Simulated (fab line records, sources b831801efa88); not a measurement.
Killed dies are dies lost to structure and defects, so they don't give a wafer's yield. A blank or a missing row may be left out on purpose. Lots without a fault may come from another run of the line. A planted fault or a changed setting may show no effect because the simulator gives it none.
Chamber matching | flow gf180mcu | GF_CONTACT_CMP_27 on cmp-02: 4 sister chambers
The step polishes, stops on SiO2, t overpolish 15 s, target thk 0 nm. 4 wafers are shown with their chamber, then 8 later ones without.

WAFERS WITH THEIR CHAMBER
wafer  | chamber | motor_current_A (A)
L432.5 | 0       | 9.9
L443.1 | 3       | 11.1
L443.6 | 2       | 10.6
L445.1 | 1       | 9.5

WAFERS WITHOUT THEIR CHAMBER
wafer  | motor_current_A (A)
L445.2 | 9.7
L445.6 | 11.3
L448.1 | 11.4
L448.3 | 10.6
L448.6 | 9.2
L452.1 | 10.7
L452.2 | 9.5
L452.5 | 10.9

WHICH CHAMBER EACH WENT THROUGH
wafer  | from the rows above     | in truth
L445.2 | can't be placed: 1 or 0 | 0
L445.6 | 3                       | 3
L448.1 | 3                       | 3
L448.3 | 2                       | 2
L448.6 | 1                       | 1
L452.1 | can't be placed: 2 or 3 | 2
L452.2 | 1                       | 1
L452.5 | can't be placed: 3 or 2 | 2
Placed correctly: 5 of 8. Can't be placed from these rows: 3 (the true chamber is among the candidates in 3). Placed wrongly: 0.
How it was worked out, from the rows above alone: a wafer's distance from a chamber is the root of the sum, over the readings, of the square of ((its reading less the chamber's mean) divided by the reading's scatter). The wafer belongs to the nearest chamber; if the next one is less than 2 further off, it can't be placed. A chamber's mean is the mean of its shown wafers. The scatter: with one shown wafer a chamber, the root of the mean of the squares of how far each hidden wafer lies from its nearest shown one.
